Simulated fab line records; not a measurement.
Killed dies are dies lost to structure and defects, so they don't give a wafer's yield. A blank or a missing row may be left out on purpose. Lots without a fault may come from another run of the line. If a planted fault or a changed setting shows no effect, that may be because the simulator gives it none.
Comparing a struck lot with a sound one    flow sky130    34 steps out of a route of 708
Sound: these wafers, L210.2, L210.4, L210.5. Wafers L222.1, L222.3, L222.6 were the ones struck. The cause is given at the end.
At each step with rows: each side's tool, then ch and its chambers, then its first start. Under that, the readings that differ: sound wafers    struck wafers    difference of the means    sigmas: that difference in standard deviations of wafers without a fault.
alike: readings whose means differ by less than 2 such deviations, and words and numbers that are the same on both sides. not compared: withheld readings, readings that some wafer has no value for, bounds like >300 that may hide the same value, and numbers for which the record gives no deviation and whose values overlap.
The two part at a step that has a row with sigmas, a row that says differs or no value, or rows on one side only. Numbers that have no deviation but don't overlap get no sigmas and don't part them. Lack of a reading on every wafer of one side parts them only where that side has two or more wafers.

first, 4 steps without rows for these wafers: SKY_METAL5_SOFTBAKE_10 (time 60 s); SKY_METAL5_EXPOSE_11 (exposes mask MM5, target cd 1600 nm); SKY_METAL5_PEB_12; SKY_METAL5_DEVELOP_13 (develop time 60 s).
SKY_METAL5_DESCUM_14: chemistry O2, time 11 s.
  sound on rie_metal-02 ch 0, day 44 14:08; struck on rie_metal-03 ch 0,1, day 47 15:50
  alike: drypump_motor_current_A, oes_product_au
  not compared: rf_hours_counter_h
SKY_METAL5_METAL_ETCH_15: etches the open film in Cl2/BCl3, stops on SiO2, target depth 1260 nm, time 252 s.
  sound on rie_metal-02 ch 0, day 44 14:16; struck on rie_metal-03 ch 0,1, day 47 15:53
  alike: drypump_motor_current_A, oes_product_au, throttle_valve_pct
  not compared: rf_hours_counter_h
SKY_METAL5_STRIP_16: strips in O2/N2.
  sound on plasma_asher-03 ch 0,1, day 44 14:40; struck on plasma_asher-01 ch 0,1, day 47 16:07
  alike: drypump_motor_current_A, oes_product_au, strip_time_to_endpoint_s
  not compared: rf_hours_counter_h
then, 3 steps without rows for these wafers: SKY_METAL5_STRIP_17 (strips in post etch residue remover, time 1200 s); SKY_METAL5_CLEAN_18 (cleans in IPA, time 180 s); SKY_METAL5_CLEAN_19 (cleans in O3/DIW).
SKY_PASSIVATION_CVD_00: deposits SiO2, target thk 90 nm.
  sound on pecvd-03 ch 0,2, day 44 15:16; struck on pecvd-01 ch 0,1, day 47 16:43
  alike: heater_power_w
SKY_PASSIVATION_THK_MEAS_01:
  sound on film_metro-03 at day 44 15:17; struck on film_metro-03 at day 47 16:44
  alike: PASSIVATION_CVD_00_THK
SKY_PASSIVATION_CVD_02: deposits Si3N4, target thk 540 nm.
  sound on pecvd-04 ch 0,1, day 44 15:20; struck on pecvd-04 ch 0,1,2, day 47 16:47
reading                                        sound              struck             difference  sigmas
model.Si3N4_of_PASSIVATION_CVD_02.thk_nm (nm)  525.6 537.2 537.6  248.4 249.4 256.3  -282.1      
  alike: heater_power_w
SKY_PASSIVATION_THK_MEAS_03:
  sound on film_metro-02 at day 44 15:41; struck on film_metro-02 at day 47 17:19
reading                      sound        struck       difference  sigmas
PASSIVATION_CVD_02_THK (nm)  525 537 537  248 250 256  -282        -36
  not compared: hold
then, 6 steps without rows for these wafers: SKY_PASSIVATION_HMDS_05 (prime time 60 s); SKY_PASSIVATION_COAT_06 (resist thk 3000 nm); SKY_PASSIVATION_SOFTBAKE_07; SKY_PASSIVATION_EXPOSE_08 (exposes mask NSM, target cd 3000 nm); SKY_PASSIVATION_PEB_09; SKY_PASSIVATION_DEVELOP_10 (develop time 60 s).
SKY_PASSIVATION_ETCH_11: etches the open film in CF4/O2, stops on AlCu, target depth 725 nm, time 161.1 s.
  sound on rie_diel-01 ch 1,2,3, day 45 12:18; struck on rie_diel-01 ch 1,2,3, day 48 12:00
reading                                  sound              struck             difference  sigmas
oes_product_au (a.u.)                    0.972 0.975 0.978  0.731 0.731 0.736  -0.242      -35
throttle_valve_pct (%)                   5.951 5.974 5.958  5.902 5.907 5.888  -0.062      -6
model.etch.depth_nm (nm)                 689.2 700.2 701.5  410 411.5 417.1    -284        
model.PASSIVATION.feature_depth_nm (nm)  689.2 700.2 701.5  410 411.5 417.1    -284        
  alike: cf4_flow_sccm, drypump_motor_current_A
  not compared: rf_hours_counter_h
SKY_PASSIVATION_STRIP_12: strips in O2/N2.
  sound on plasma_asher-03 ch 0,1, day 45 12:24; struck on plasma_asher-02 ch 0,1, day 48 12:06
  alike: drypump_motor_current_A, oes_product_au, strip_time_to_endpoint_s
  not compared: rf_hours_counter_h
then, 7 steps without rows for these wafers: SKY_PAD_OPEN_DEHYDRATE_00 (time 60 s); SKY_PAD_OPEN_HMDS_01 (prime time 60 s); SKY_PAD_OPEN_COAT_02 (resist thk 3000 nm); SKY_PAD_OPEN_SOFTBAKE_03; SKY_PAD_OPEN_EXPOSE_04 (exposes mask PDM, target cd 60000 nm); SKY_PAD_OPEN_PEB_05; SKY_PAD_OPEN_DEVELOP_06 (develop time 60 s).
SKY_PAD_OPEN_ETCH_07: etches the open film in CF4/O2, stops on AlCu, target depth 725 nm, time 161.1 s.
  sound on rie_diel-04 ch 1,2, day 46 08:26; struck on rie_diel-04 ch 0,3, day 49 06:11
reading                               sound              struck             difference  sigmas
cf4_flow_sccm (sccm)                  79.49 79.84 79.67  80.37 79.98 80.52  +0.62       +2
oes_product_au (a.u.)                 0.960 0.968 0.973  0.733 0.731 0.735  -0.234      -32
throttle_valve_pct (%)                5.966 5.956 5.970  5.886 5.902 5.885  -0.073      -7
model.etch.depth_nm (nm)              689.2 700.2 701.5  410 411.5 417.1    -284        
model.PAD_OPEN.feature_depth_nm (nm)  689.2 700.2 701.5  410 411.5 417.1    -284        
  alike: drypump_motor_current_A
  not compared: rf_hours_counter_h
then, 1 step without rows for these wafers: SKY_PAD_OPEN_STRIP_08 (strips in O2/N2).
SKY_PAD_OPEN_STRIP_09: strips in post etch residue remover, time 1200 s.
  sound on wet_bench-02 ch 3, day 46 08:39; struck on wet_bench-03 ch 3, day 49 06:24
reading                                        sound              struck           difference  sigmas
model.Si3N4_of_PASSIVATION_CVD_02.thk_nm (nm)  525.3 536.8 537.3  248 249.1 255.9  -282        
then, 1 step without rows for these wafers: SKY_PAD_OPEN_CLEAN_10 (cleans in IPA, time 180 s).
SKY_PAD_OPEN_PROBE_99:
  the record has rows for the sound wafers here (prober-02, day 46 10:53) and none for the struck ones

== WHERE THEY PART ==
Earliest at SKY_PASSIVATION_THK_MEAS_03; latest, in this record, at SKY_PAD_OPEN_PROBE_99.

WHY: the cause the simulator had injected
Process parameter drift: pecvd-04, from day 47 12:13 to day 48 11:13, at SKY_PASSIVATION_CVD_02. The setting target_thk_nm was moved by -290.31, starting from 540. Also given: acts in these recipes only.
